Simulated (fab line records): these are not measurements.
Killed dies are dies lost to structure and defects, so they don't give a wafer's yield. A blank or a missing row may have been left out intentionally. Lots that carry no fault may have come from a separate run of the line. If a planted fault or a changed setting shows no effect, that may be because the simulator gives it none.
Which tool is to blame? | flow sky130 | 7 lots with 21 wafers sampled at 2 steps, on a route of 708 steps

## WHAT THE GAUGES SHOWED, per wafer
SKY_SD_P_TW_MEAS_11.
lot  | measured     | on            | SD_P_TW
L158 | day 26 19:34 | film-metro-02 | 2828 2846 2833
L168 | day 30 02:06 | film-metro-02 | 2821 2821 2819
L170 | day 30 09:26 | film-metro-01 | 2812 2797 2794
L172 | day 31 02:19 | film-metro-01 | 2802 2775 2780
L174 | day 32 13:46 | film-metro-01 | 2806 2793 2798
L177 | day 32 23:25 | film-metro-02 | 2811 2821 2820
L178 | day 33 06:35 | film-metro-03 | 2839 2851 2840

## WHICH TOOL RAN EACH LOT (tool, then ch and the chambers of the sampled wafers, then the start)
lot  | SKY_SD_P_STRIP_10
L158 | plasma-asher-03 ch 0,1, day 26 19:28
L168 | plasma-asher-02 ch 0,1, day 30 02:01
L170 | plasma-asher-03 ch 0,1, day 30 09:19
L172 | plasma-asher-04 ch 0, day 31 02:13
L174 | plasma-asher-03 ch 0,1, day 32 13:40
L177 | plasma-asher-03 ch 0, day 32 23:19
L178 | plasma-asher-03 ch 0,1, day 33 06:28
- SKY_SD_P_STRIP_10: strips in O2/N2.

## THE ANSWER, worked out from the rows above alone
Rule: the lots themselves supply what counts as usual. The widest of any qualifying gaps counts: lots, ordered by their means at a reading, are off when they make up no more than a third of the lots, leave a main group of 4 or more, and stand apart from it by 3 or more times the standard deviation of that group's means. If all means in a main group match to the digits the tables above print for the reading, that group is not used. Also off: a lot with no number at a reading for which 4 or more lots have one. The other lots that the step has rows for count as sound.
None of the lots is off at any reading shown; this tells nothing.

## WHAT THE SIMULATOR HAD INSERTED
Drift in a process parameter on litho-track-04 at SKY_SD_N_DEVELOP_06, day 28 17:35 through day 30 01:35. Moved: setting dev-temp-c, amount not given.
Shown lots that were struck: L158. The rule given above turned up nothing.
